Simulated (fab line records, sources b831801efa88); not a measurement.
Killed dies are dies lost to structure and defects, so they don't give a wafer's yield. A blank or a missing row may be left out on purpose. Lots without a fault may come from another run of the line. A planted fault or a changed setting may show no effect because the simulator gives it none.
fab line records | flow sky130
record lots=13 wafers=39 last_day=52
route steps=708 shown VIA4@647 PASSIVATION@681 PAD_OPEN@708
lots that met no fault: from a run of the same line without faults
start_h: hours from the record's first day to the start of the lot's first wafer shown | wait_h: hours since the lot's step before | " the same as in the row above | L1.1+2: a row that stands for several wafers | - no value, or no start given | * or withheld: withheld | < > ~ a bound
route shown NAME@n: a module of which the file shows steps, and the number in the route of the first | usual: mean/standard deviation of fault-free wafers | same: alike in all rows | chamber/n: place in a boat | sites: the reading at each site | _std_site: their standard deviation | _edge_site: outer sites' mean less inner sites' | radius_mm: how far each site lies from the wafer's centre | mask NAME#n: copy n | behind: the tool/chamber that last shaped the wafer | hold: why the lot was held/for how many hours/how that ended | device: the transistor (n, p or np) that didn't switch | end of line: the same wafers' tests at the end of the route | a step without rows: its recipe alone | killed: dies lost to structure and defects at the first sort, not the wafer's yield | map: a wafer's dies, x killed, . not, _ none there
set.NAME: the setting as run; set.NAME@STEP: as run at that earlier step | model.NAME: the simulator's own value behind a step, which no gauge read
steps of the route over a sample of lots; a table a step, a row a wafer
services: from which hour (start_h, from the record's first day; less than 0 if before it) a tool's chamber was out of use, for how many hours, and why
## steps
# step SKY_VIA4_EXPOSE_08
# recipe mask_id=VIM4 na=0.6 source_shape=conventional sigma_outer=0.6 polarization=unpolarized target_cd_nm=800 dose_mj=132
# columns lot.wafer tool chamber start_h wait_h mask
L475.1+3+5 iline_stepper-02 0 1035.10 - VIM4#0
L479.2+4+6 iline_stepper-01 0 1053.93 - VIM4#0
L480.1+2+3 iline_stepper-01 0 1056.86 - VIM4#0
L484.2+4+6 iline_stepper-02 0 1057.12 - VIM4#0
L483.1+4+5 iline_stepper-01 0 1057.35 - VIM4#0
L482.2+4+6 iline_stepper-02 0 1058.71 - VIM4#0
L485.1+3+5 iline_stepper-01 0 1058.97 - VIM4#0
L488.3+5+6 iline_stepper-01 0 1064.61 - VIM4#0
L487.2+4+6 iline_stepper-02 0 1065.66 - VIM4#0
L489.2+4+5 iline_stepper-02 0 1163.42 - VIM4#0
L493.1+2+4 iline_stepper-02 0 1172.35 - VIM4#0
L496.4+5+6 iline_stepper-02 0 1175.95 - VIM4#0
L494.1+3+5 iline_stepper-02 0 1180.02 - VIM4#0
# step SKY_PASSIVATION_CVD_00
# recipe material=SiO2 target_thk_nm=90 temp_c=400 time_s=withheld rf_w=600
# usual heater_power_w=656/65
# columns lot.wafer tool chamber start_h wait_h heater_power_w
L475.1 pecvd-02 0 1072.13 0.0 589
L475.3 " 2 " " 661
L475.5 " 0 " " 589
L479.2 pecvd-03 2 1088.89 0.0 751
L479.4 " 1 " " 687
L479.6 " 0 " " 563
L480.1 pecvd-02 0 1091.53 0.0 594
L480.2 " 1 " " 668
L480.3 " 2 " " 597
L484.2 pecvd-02 2 1092.47 0.0 688
L484.4 " 1 " " 649
L484.6 " 0 " " 608
L483.1 pecvd-04 2 1092.48 0.0 706
L483.4 " 0 " " 619
L483.5 " 1 " " 712
L482.2 pecvd-04 2 1094.06 0.0 667
L482.4 " 2 " " 668
L482.6 " 0 " " 594
L485.1 pecvd-02 1 1094.36 0.0 657
L485.3 " 0 " " 674
L485.5 " 1 " " 654
L488.3 pecvd-03 1 1099.51 0.0 661
L488.5 " 1 " " 675
L488.6 " 0 " " 654
L487.2 pecvd-02 0 1101.15 0.0 695
L487.4 " 1 " " 647
L487.6 " 2 " " 642
L489.2 pecvd-04 2 1191.58 0.0 756
L489.4 " 1 " " 633
L489.5 " 1 " " 649
L493.1 pecvd-03 0 1200.58 0.0 660
L493.2 " 0 " " 512
L493.4 " 0 " " 527
L496.4 pecvd-04 2 1204.52 0.0 755
L496.5 " 1 " " 653
L496.6 " 2 " " 766
L494.1 pecvd-03 0 1207.32 0.0 563
L494.3 " 0 " " 580
L494.5 " 0 " " 579
# step SKY_PASSIVATION_THK_MEAS_01
# recipe reads=SiO2_of_PASSIVATION_CVD_00
# usual PASSIVATION_CVD_00_THK=89.8/1.2
# columns lot.wafer tool chamber start_h wait_h PASSIVATION_CVD_00_THK[nm]
L475.1 film_metro-03 - 1072.15 - 88.5
L475.3 " - " " 90.0
L475.5 " - " " 89.6
L479.2 film_metro-02 - 1088.92 - 87.8
L479.4 " - " " 89.6
L479.6 " - " " 90.4
L480.1 film_metro-03 - 1091.56 - 88.4
L480.2 " - " " 89.4
L480.3 " - " " 88.9
L484.2 film_metro-03 - 1092.50 - 89.4
L484.4 " - " " 92.1
L484.6 " - " " 90.6
L483.1 film_metro-04 - 1092.51 - 89.6
L483.4 " - " " 91.3
L483.5 " - " " 90.2
L482.2 film_metro-03 - 1094.10 - 89.3
L482.4 " - " " 90.9
L482.6 " - " " 92.7
L485.1 film_metro-04 - 1094.39 - 90.5
L485.3 " - " " 88.6
L485.5 " - " " 92.5
L488.3 film_metro-04 - 1099.55 - 89.0
L488.5 " - " " 90.8
L488.6 " - " " 89.3
L487.2 film_metro-02 - 1101.18 - 88.1
L487.4 " - " " 91.5
L487.6 " - " " 90.7
L489.2 film_metro-02 - 1191.62 - 88.5
L489.4 " - " " 90.6
L489.5 " - " " 90.6
L493.1 film_metro-03 - 1200.65 - 88.8
L493.2 " - " " 91.5
L493.4 " - " " 89.8
L496.4 film_metro-04 - 1204.57 - 90.7
L496.5 " - " " 90.9
L496.6 " - " " 90.9
L494.1 film_metro-02 - 1207.35 - 89.3
L494.3 " - " " 90.2
L494.5 " - " " 91.5
# step SKY_PASSIVATION_THK_MEAS_03
# recipe reads=Si3N4_of_PASSIVATION_CVD_02
# usual PASSIVATION_CVD_02_THK=543/8
# columns lot.wafer tool chamber start_h wait_h PASSIVATION_CVD_02_THK[nm]
L475.1 film_metro-02 - 1072.44 - 546
L475.3 " - " " 536
L475.5 " - " " 554
L479.2 film_metro-04 - 1089.21 - 541
L479.4 " - " " 553
L479.6 " - " " 550
L480.1 film_metro-03 - 1091.84 - 538
L480.2 " - " " 549
L480.3 " - " " 540
L484.2 film_metro-02 - 1092.79 - 552
L484.4 " - " " 541
L484.6 " - " " 543
L483.1 film_metro-03 - 1092.79 - 533
L483.4 " - " " 540
L483.5 " - " " 545
L482.2 film_metro-03 - 1094.38 - 554
L482.4 " - " " 550
L482.6 " - " " 554
L485.1 film_metro-03 - 1094.67 - 535
L485.3 " - " " 552
L485.5 " - " " 541
L488.3 film_metro-04 - 1099.83 - 544
L488.5 " - " " 549
L488.6 " - " " 552
L487.2 film_metro-03 - 1101.47 - 534
L487.4 " - " " 544
L487.6 " - " " 560
L489.2 film_metro-03 - 1191.91 - 528
L489.4 " - " " 546
L489.5 " - " " 547
L493.1 film_metro-04 - 1200.93 - 535
L493.2 " - " " 534
L493.4 " - " " 550
L496.4 film_metro-03 - 1204.97 - 542
L496.5 " - " " 537
L496.6 " - " " 549
L494.1 film_metro-02 - 1207.63 - 546
L494.3 " - " " 535
L494.5 " - " " 556
# step SKY_PAD_OPEN_PROBE_99
# usual defect_limited_yield=82.5/1.8 killed_at_M0_to_M3=45/6.3 killed_at_M4_up=2.8/1.6 killed_at_contacts=24/5.1 killed_at_front_end=14/4.4 killed_at_other=0.4/0.73 killed_dies=86/9 killed_on_rim=17/3.8 killed_open=47/7.8 killed_short=39/6.6 sort_bin_3_pad_short=0.8/0.42 sort_bin_5_function=10.3/1.4 sort_bin_6_memory=6.3/1.2 sort_n_pass=406/9 sort_yield_pct=82.5/1.8
# same gross_dies=492 killed_at_back_side=0 sort_bin_4_leakage[%]=0 sort_bin_8_speed[%]=0
# columns lot.wafer tool chamber start_h wait_h defect_limited_yield[%] killed_at_M0_to_M3 killed_at_M4_up killed_at_contacts killed_at_front_end killed_at_other killed_dies killed_on_rim killed_open killed_short sort_bin_3_pad_short[%] sort_bin_5_function[%] sort_bin_6_memory[%] sort_n_pass sort_yield_pct[%]
L475.1 prober-01 - 1117.94 0.1 82.5 41 3 30 9 3 86 20 49 37 1.6 9.6 6.3 406 82.5
L475.3 prober-01 - 1118.04 0.2 82.3 53 0 21 13 0 87 12 52 35 0.6 9.8 7.3 405 82.3
L475.5 prober-01 - 1118.14 0.2 81.9 45 4 28 12 0 89 15 57 32 1.4 9.3 7.3 403 81.9
L483.1 prober-02 - 1139.60 0.1 82.1 40 6 20 22 0 88 17 43 45 0.8 10.6 6.5 404 82.1
L483.4 prober-02 - 1139.75 0.2 81.1 48 1 27 17 0 93 17 53 40 1.0 11.8 6.1 399 81.1
L483.5 prober-02 - 1139.80 0.2 81.5 52 3 21 13 2 91 17 60 31 0.8 12.2 5.5 401 81.5
L482.2 prober-01 - 1139.95 0.3 81.1 46 3 28 16 0 93 22 58 35 1.0 9.1 8.7 399 81.1
L482.4 prober-01 - 1140.05 0.4 78.5 47 2 34 23 0 106 25 73 32 0.6 12.4 8.5 386 78.5
L482.6 prober-01 - 1140.15 0.5 85.4 39 2 20 11 0 72 14 35 37 0.6 8.1 5.9 420 85.4
L485.1 prober-02 - 1140.03 0.1 83.9 36 4 23 16 0 79 13 40 39 1.0 9.8 5.3 413 83.9
L485.3 prober-02 - 1140.13 0.2 85.4 34 1 28 9 0 72 15 44 28 0.8 8.3 5.5 420 85.4
L485.5 prober-02 - 1140.23 0.2 83.7 45 2 27 6 0 80 17 45 35 0.6 10.8 4.9 412 83.7
L488.3 prober-01 - 1145.39 0.2 82.9 42 3 22 16 1 84 20 49 35 0.8 9.8 6.5 408 82.9
L488.5 prober-01 - 1145.49 0.2 84.3 35 4 27 11 0 77 12 43 34 0.2 8.3 7.1 415 84.3
L488.6 prober-01 - 1145.54 0.2 81.7 47 6 21 16 0 90 18 42 48 1.2 11.0 6.1 402 81.7
L487.2 prober-01 - 1147.59 0.1 82.5 39 5 18 24 0 86 19 40 46 2.6 10.4 4.5 406 82.5
L487.4 prober-01 - 1147.69 0.2 82.7 52 1 15 16 1 85 21 40 45 1.0 9.6 6.7 407 82.7
L487.6 prober-01 - 1147.79 0.2 81.3 50 2 21 19 0 92 20 41 51 1.6 9.8 7.3 400 81.3
L489.2 prober-01 - 1229.08 0.1 82.3 47 2 23 13 2 87 15 59 28 1.2 11.4 5.1 405 82.3
L489.4 prober-01 - 1229.18 0.2 81.9 47 0 20 21 1 89 14 47 42 1.0 10.6 6.5 403 81.9
L489.5 prober-01 - 1229.23 0.2 81.7 43 4 28 15 0 90 20 55 35 0.8 10.2 7.3 402 81.7
L493.1 prober-01 - 1237.43 0.1 81.5 36 8 25 22 0 91 13 50 41 0.6 11.0 6.9 401 81.5
L493.2 prober-01 - 1237.48 0.1 81.5 44 4 30 12 1 91 22 59 32 0.8 10.0 7.7 401 81.5
L493.4 prober-01 - 1237.58 0.2 82.1 42 3 30 13 0 88 17 43 45 0.6 9.8 7.5 404 82.1
L496.4 prober-01 - 1241.58 0.2 63.0 44 100 26 12 0 182 61 49 33 20.7 11.0 5.3 310 63.0
L496.5 prober-01 - 1241.63 0.2 83.1 43 5 20 15 0 83 13 40 43 0.8 10.0 6.1 409 83.1
L496.6 prober-01 - 1241.68 0.2 64.2 40 100 22 14 0 176 63 40 38 20.7 9.3 5.7 316 64.2
L494.1 prober-02 - 1244.21 0.1 55.9 47 137 20 13 0 217 80 44 39 28.0 9.8 6.3 275 55.9
L494.3 prober-02 - 1244.31 0.2 81.1 49 4 29 9 2 93 16 55 38 1.0 10.8 7.1 399 81.1
L494.5 prober-02 - 1244.41 0.2 82.3 42 1 27 16 1 87 14 49 37 0.6 9.8 7.3 405 82.3
# killed by level:class
L475.1 CONTACT:geometric_particle:open=12 VIA1:geometric_particle:open=10 CONTACT:geometric_particle:short=8 VIA3:geometric_particle:open=8 METAL1:geometric_particle:short=7 LI_CONTACT:geometric_particle:open=6 METAL2:geometric_particle:short=4 VIA2:geometric_particle:open=3
L475.3 VIA1:geometric_particle:open=17 VIA3:geometric_particle:open=10 CONTACT:geometric_particle:open=8 METAL1:geometric_particle:short=6 FIELD_ISO:geometric_particle:short=5 LI_CONTACT:geometric_particle:open=5 METAL2:geometric_particle:short=5 VIA1:geometric_particle:short=4
L475.5 CONTACT:geometric_particle:open=13 VIA1:geometric_particle:open=13 LI_CONTACT:geometric_particle:open=9 METAL2:geometric_particle:short=7 VIA1:geometric_particle:short=6 VIA3:geometric_particle:open=6 POLY_GATE:geometric_particle:open=5 VIA2:geometric_particle:open=4
L483.1 VIA1:geometric_particle:open=9 FIELD_ISO:geometric_particle:short=7 LI_CONTACT:geometric_particle:open=7 METAL1:geometric_particle:short=7 CONTACT:geometric_particle:open=6 METAL2:geometric_particle:short=5 VIA2:geometric_particle:short=5 VIA2:geometric_particle:open=4
L483.4 VIA2:geometric_particle:open=12 VIA1:geometric_particle:open=12 CONTACT:geometric_particle:open=7 FIELD_ISO:geometric_particle:short=5 FIELD_ISO:geometric_particle:open=5 CONTACT:geometric_particle:short=5 LI_CONTACT:geometric_particle:short=5 LI_CONTACT:geometric_particle:open=5
L483.5 VIA1:geometric_particle:open=14 VIA2:geometric_particle:open=13 VIA3:geometric_particle:open=7 LI_CONTACT:geometric_particle:open=6 FIELD_ISO:geometric_particle:open=5 POLY_GATE:geometric_particle:open=5 VIA1:geometric_particle:short=5 LOCAL_INTERCONNECT:geometric_particle:short=5
L482.2 VIA1:geometric_particle:open=13 LI_CONTACT:geometric_particle:open=9 FIELD_ISO:geometric_particle:open=8 CONTACT:geometric_particle:open=8 VIA2:geometric_particle:open=8 CONTACT:geometric_particle:short=6 METAL2:geometric_particle:short=6 VIA3:geometric_particle:short=5
L485.1 LI_CONTACT:geometric_particle:open=8 POLY_GATE:geometric_particle:short=6 VIA1:geometric_particle:open=6 VIA2:geometric_particle:open=6 CONTACT:geometric_particle:open=5 METAL1:geometric_particle:short=5 VIA2:geometric_particle:short=5 VIA3:geometric_particle:open=5
L482.4 VIA1:geometric_particle:open=15 FIELD_ISO:geometric_particle:open=12 CONTACT:geometric_particle:open=12 VIA2:geometric_particle:open=9 LI_CONTACT:geometric_particle:open=7 VIA3:geometric_particle:open=7 LI_CONTACT:geometric_particle:short=6 POLY_GATE:geometric_particle:short=4
L485.3 CONTACT:geometric_particle:open=10 VIA1:geometric_particle:open=10 LI_CONTACT:geometric_particle:open=7 CONTACT:geometric_particle:short=6 METAL1:geometric_particle:short=6 FIELD_ISO:geometric_particle:open=5 VIA2:geometric_particle:open=4 VIA1:geometric_particle:short=4
L482.6 VIA1:geometric_particle:open=8 METAL2:geometric_particle:short=7 POLY_GATE:geometric_particle:short=6 VIA3:geometric_particle:open=5 LOCAL_INTERCONNECT:geometric_particle:short=5 CONTACT:geometric_particle:open=5 VIA1:geometric_particle:short=5 VIA2:geometric_particle:open=5
L485.5 VIA3:geometric_particle:open=13 LI_CONTACT:geometric_particle:open=9 CONTACT:geometric_particle:open=9 VIA1:geometric_particle:open=7 VIA1:geometric_particle:short=6 CONTACT:geometric_particle:short=6 METAL1:geometric_particle:short=5 VIA2:geometric_particle:short=4
L488.3 VIA1:geometric_particle:open=8 LOCAL_INTERCONNECT:geometric_particle:short=7 FIELD_ISO:geometric_particle:open=6 CONTACT:geometric_particle:open=6 METAL2:geometric_particle:short=6 VIA2:geometric_particle:open=6 POLY_GATE:geometric_particle:open=5 LI_CONTACT:geometric_particle:open=5
L488.5 CONTACT:geometric_particle:open=14 METAL2:geometric_particle:short=7 VIA3:geometric_particle:open=7 VIA2:geometric_particle:open=6 CONTACT:geometric_particle:short=5 VIA2:geometric_particle:short=5 VIA1:geometric_particle:open=4 FIELD_ISO:geometric_particle:open=3
L488.6 VIA1:geometric_particle:open=10 LI_CONTACT:geometric_particle:open=7 VIA1:geometric_particle:short=7 FIELD_ISO:geometric_particle:short=6 CONTACT:geometric_particle:open=6 METAL2:geometric_particle:short=6 METAL3:geometric_particle:short=6 FIELD_ISO:geometric_particle:open=5
L487.2 VIA1:geometric_particle:open=11 FIELD_ISO:geometric_particle:open=6 VIA2:geometric_particle:open=6 POLY_GATE:geometric_particle:short=6 METAL1:geometric_particle:short=6 LOCAL_INTERCONNECT:geometric_particle:short=5 CONTACT:geometric_particle:open=5 METAL4:geometric_particle:short=5
L487.4 VIA1:geometric_particle:open=11 VIA2:geometric_particle:open=8 METAL3:geometric_particle:short=6 FIELD_ISO:geometric_particle:short=5 METAL1:geometric_particle:short=5 VIA2:geometric_particle:short=5 POLY_GATE:geometric_particle:open=5 CONTACT:geometric_particle:open=5
L487.6 VIA1:geometric_particle:open=14 METAL1:geometric_particle:short=12 FIELD_ISO:geometric_particle:short=9 CONTACT:geometric_particle:open=8 CONTACT:geometric_particle:short=5 VIA1:geometric_particle:short=5 METAL2:geometric_particle:short=5 VIA2:geometric_particle:open=5
L489.2 CONTACT:geometric_particle:open=12 VIA2:geometric_particle:open=12 VIA1:geometric_particle:open=11 VIA3:geometric_particle:open=10 LI_CONTACT:geometric_particle:open=6 METAL1:geometric_particle:short=5 FIELD_ISO:geometric_particle:open=4 FIELD_ISO:geometric_particle:short=3
L489.4 VIA1:geometric_particle:open=11 VIA3:geometric_particle:open=9 POLY_GATE:geometric_particle:short=7 CONTACT:geometric_particle:open=7 VIA1:geometric_particle:short=6 LOCAL_INTERCONNECT:geometric_particle:short=4 CONTACT:geometric_particle:short=4 METAL1:geometric_particle:short=4
L489.5 CONTACT:geometric_particle:open=13 VIA1:geometric_particle:open=10 VIA2:geometric_particle:open=9 LI_CONTACT:geometric_particle:open=6 CONTACT:geometric_particle:short=5 VIA1:geometric_particle:short=5 VIA3:geometric_particle:open=5 POLY_GATE:geometric_particle:short=3
L493.1 CONTACT:geometric_particle:open=8 VIA1:geometric_particle:open=8 VIA3:geometric_particle:open=6 METAL4:geometric_particle:short=6 FIELD_ISO:geometric_particle:open=5 SPACER:geometric_particle:open=5 CONTACT:geometric_particle:short=5 FIELD_ISO:geometric_particle:short=4
L493.2 VIA1:geometric_particle:open=14 CONTACT:geometric_particle:open=13 VIA2:geometric_particle:open=9 LI_CONTACT:geometric_particle:open=7 VIA3:geometric_particle:open=7 VIA1:geometric_particle:short=6 CONTACT:geometric_particle:short=5 FIELD_ISO:geometric_particle:open=4
L493.4 CONTACT:geometric_particle:open=14 VIA1:geometric_particle:open=8 VIA2:geometric_particle:short=7 VIA3:geometric_particle:open=7 METAL2:geometric_particle:short=6 LI_CONTACT:geometric_particle:open=5 METAL1:geometric_particle:short=5 CONTACT:geometric_particle:short=4
L496.4 VIA4:area_expose=100 CONTACT:geometric_particle:open=12 VIA1:geometric_particle:open=9 VIA2:geometric_particle:open=9 FIELD_ISO:geometric_particle:open=6 LI_CONTACT:geometric_particle:open=6 METAL1:geometric_particle:short=5 METAL2:geometric_particle:short=5
L496.5 VIA1:geometric_particle:short=12 VIA1:geometric_particle:open=9 VIA3:geometric_particle:open=7 FIELD_ISO:geometric_particle:short=6 CONTACT:geometric_particle:open=6 LI_CONTACT:geometric_particle:short=4 LOCAL_INTERCONNECT:geometric_particle:short=4 FIELD_ISO:geometric_particle:open=3
L496.6 VIA4:area_expose=98 CONTACT:geometric_particle:open=12 CONTACT:geometric_particle:short=6 VIA3:geometric_particle:open=6 VIA1:geometric_particle:open=6 VIA2:geometric_particle:open=6 FIELD_ISO:geometric_particle:short=5 METAL3:geometric_particle:short=5
L494.1 VIA4:area_expose=133 VIA1:geometric_particle:open=15 VIA1:geometric_particle:short=8 CONTACT:geometric_particle:open=7 METAL2:geometric_particle:short=6 CONTACT:geometric_particle:short=5 VIA2:geometric_particle:open=5 FIELD_ISO:geometric_particle:short=3
L494.3 LI_CONTACT:geometric_particle:open=12 VIA1:geometric_particle:open=11 CONTACT:geometric_particle:open=10 VIA2:geometric_particle:open=9 METAL1:geometric_particle:short=6 VIA3:geometric_particle:short=5 CONTACT:geometric_particle:short=5 FIELD_ISO:geometric_particle:short=4
L494.5 VIA1:geometric_particle:open=13 CONTACT:geometric_particle:open=9 LI_CONTACT:geometric_particle:short=6 LI_CONTACT:geometric_particle:open=6 VIA2:geometric_particle:open=6 FIELD_ISO:geometric_particle:short=5 POLY_GATE:geometric_particle:open=5 VIA1:geometric_particle:short=4
## services
# columns tool chamber start_h hours kind
pecvd-03 2 1012.86 5.5 scheduled_down
pecvd-04 0 1037.31 2.1 scheduled_down
iline_stepper-02 - 1045.61 4.4 pm
iline_stepper-02 - 1050.06 1.7 pm
iline_stepper-02 0 1057.00 - calibration
pecvd-03 1 1109.43 6.5 repair
pecvd-02 2 1118.70 16.5 scheduled_down
iline_stepper-01 - 1120.19 1.7 pm
pecvd-03 - 1123.07 5.5 pm
pecvd-04 1 1146.62 2.1 scheduled_down
pecvd-04 0 1180.62 - clean
pecvd-04 0 1180.62 - consumable_replace:showerhead
pecvd-04 0 1180.62 29.0 scheduled_down
pecvd-04 0 1180.62 29.0 vent_cycle
pecvd-02 0 1192.85 5.4 repair
pecvd-03 1 1196.52 4.2 repair
pecvd-03 2 1198.18 4.6 repair
pecvd-03 1 1200.70 16.5 scheduled_down
## key
first_sign step=SKY_PAD_OPEN_PROBE_99 reading=killed_at_M4_up direction=up sigmas=68 usual=2.8 struck=112.3
effect step=SKY_PAD_OPEN_PROBE_99 reading=sort_bin_3_pad_short direction=up sigmas=54 usual=0.8 struck=23.2
more_kills_born_at SKY_VIA4_EXPOSE_08@iline_stepper-02=331
met_at SKY_VIA4_EXPOSE_08
struck_lots L494,L496
struck_wafers L494.1,L496.4,L496.6
not_acting_at SKY_PASSIVATION_CVD_00,SKY_PASSIVATION_THK_MEAS_01,SKY_PASSIVATION_THK_MEAS_03
onset_between 1172.35 1175.95
fault kind=process_parameter_drift tool=iline_stepper-02 chamber=- onset_h=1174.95 steps=SKY_VIA4_EXPOSE_08 channel=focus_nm offset=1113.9 shape=step end_h=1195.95 scope=struck_wafers_only
